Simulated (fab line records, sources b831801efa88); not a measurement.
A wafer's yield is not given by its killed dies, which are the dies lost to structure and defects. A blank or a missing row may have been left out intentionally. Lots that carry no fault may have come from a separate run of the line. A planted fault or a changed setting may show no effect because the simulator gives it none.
The tool behind it: which one?	flow gf180mcu	12 lots, 36 wafers sampled, at 1 step of a route of 602

== WHAT THE GAUGES SHOWED, per wafer ==
GF_STI_THK_MEAS_24.
lot	measured	on	STI_CVD_23_THK (nm)
L075	day 2 08:47	filmMetro-02	649 652 641
L077	day 2 18:52	filmMetro-02	642 639 648
L079	day 3 05:47	filmMetro-01	649 646 639
L081	day 3 15:00	filmMetro-02	651 655 654
L083	day 4 02:13	filmMetro-01	648 648 650
L085	day 4 13:27	filmMetro-01	648 650 659
L087	day 4 21:53	filmMetro-03	645 655 651
L089	day 5 09:56	filmMetro-01	651 653 645
L091	day 5 19:02	filmMetro-03	651 650 648
L093	day 6 05:40	filmMetro-02	669 647 657
L095	day 6 16:37	filmMetro-03	659 646 652
L097	day 7 02:05	filmMetro-03	649 657 651

== TOOL THAT RAN EACH LOT (tool first, then ch and the chambers of the sampled wafers, then the start) ==
Record: no process step prior to these readings.

== THE ANSWER, worked out from the rows above alone ==
Rule: what is usual is taken from the lots themselves. Put in order of their means at a reading, lots are off if they are a third of the lots or fewer, leave a main group of 4 or more, and stand apart from it by a gap of 3 or more times the standard deviation of the main group's means; of several such gaps the widest counts. The tables above print the reading to a certain number of digits; a main group whose means all agree to those digits is not used. Also off: a lot with no number at a reading for which 4 or more lots have one. The other lots that the step has rows for count as sound.
No lot is off on any of the readings shown, so nothing can be concluded from this.

== WHAT THE SIMULATOR HAD INSERTED ==
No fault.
